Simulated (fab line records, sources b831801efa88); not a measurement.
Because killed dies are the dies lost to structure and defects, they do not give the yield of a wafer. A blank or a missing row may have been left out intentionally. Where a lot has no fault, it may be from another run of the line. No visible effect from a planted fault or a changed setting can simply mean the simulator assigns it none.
Code-filled problem report in 8D (eight disciplines) form / flow gf180mcu / the parts of the form that need people (team, actions taken, sign-off) are left out

## 1. WHAT WENT WRONG
cathodeDcPowerW at GF_M3_SPUTTER_00 reads a mean of 4146.8 W on 6 wafers of 2 lots; wafers without a fault read 4000.0 W with a standard deviation of 0.71. That is +99 or more standard deviations from the usual mean.
The step: material Ti, target thk 37.5 nm, time 150 s.
First seen on wafer L587.2, day 25 16:08, on pvdSputter-02. At this step, 39 wafers from 13 lots have a number in the record. By rule, "out" or "out of limits" means more than 4 standard deviations away from the usual mean. The other wafers with a number count as sound.

## 2. WHAT IT IS; WHAT IT IS NOT
question=which readings at this step | is=cathodeDcPowerW | is not=throttleValvePct
question=which lots | is=L587, L590 | is not=L573, L574, L576, L577, L579, L582, L584, L585, L586, L593, L596
question=which wafers of those lots | is=all that have a number | is not=-
question=read on which tools | is=pvdSputter-02 | is not=pvdSputter-01, pvdSputter-04
question=when | is=from day 25 16:08 | is not=up to then (27 sound wafers); but 6 sound wafers of L593, L596 came after

## 3. THE SUSPECTS, EACH WITH WHAT RULES IT OUT
Counting: a tool stays on the suspect list if, at a process step up to the reading, it processed all lots that are out and no sound lot following the first of them.
- cmp-02 at GF_V2_CMP_26 (polishes, stops on SiO2, t overpolish 15 s, target thk 0 nm): ruled out as a lasting fault. The sound lots L596 went through it after L587, its earliest lot that is out (day 25 15:50).
- pvdSputter-02 at GF_M3_SPUTTER_00 (material Ti, target thk 37.5 nm, time 150 s): kept. Every lot that is out went through it, starting with L587 (day 25 16:08), and after that it ran no sound lot; the last sound lot it ran before then is L585 (day 24 22:14). Its own cathodeDcPowerW readings are out on those wafers.
The count leaves pvdSputter-02 at GF_M3_SPUTTER_00.

## 4. THE CAUSE (what the simulator had put in)
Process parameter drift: pvdSputter-02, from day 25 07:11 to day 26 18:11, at GF_M3_SPUTTER_00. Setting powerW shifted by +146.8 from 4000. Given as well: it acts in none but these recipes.
The count eliminated every tool but this one.

## 5. SEQUENCE OF EFFECTS, ordered by route
Rows list readings where the struck wafers' mean (over those with a number) sits beyond 3 standard deviations from the usual. Scope: only readings with a usual standard deviation given in the record; hours: median across lots of the time from each lot's start at the first step in this table that gives one to its start at this step; sigmas: change in usual standard deviations.
hours=0; step=GF_M3_SPUTTER_00; reading=cathodeDcPowerW; usual=4000.0 W; on struck wafers=4146.8; change=+146.8; sigmas=+99 or more
Process steps it contains:
- GF_M3_SPUTTER_00: material Ti, target thk 37.5 nm, time 150 s.

## 6. HOW IT WOULD HAVE BEEN CAUGHT EARLIER
In this record no reading fell out of limits until day 25 16:08, 9 hours after the fault had begun at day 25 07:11.
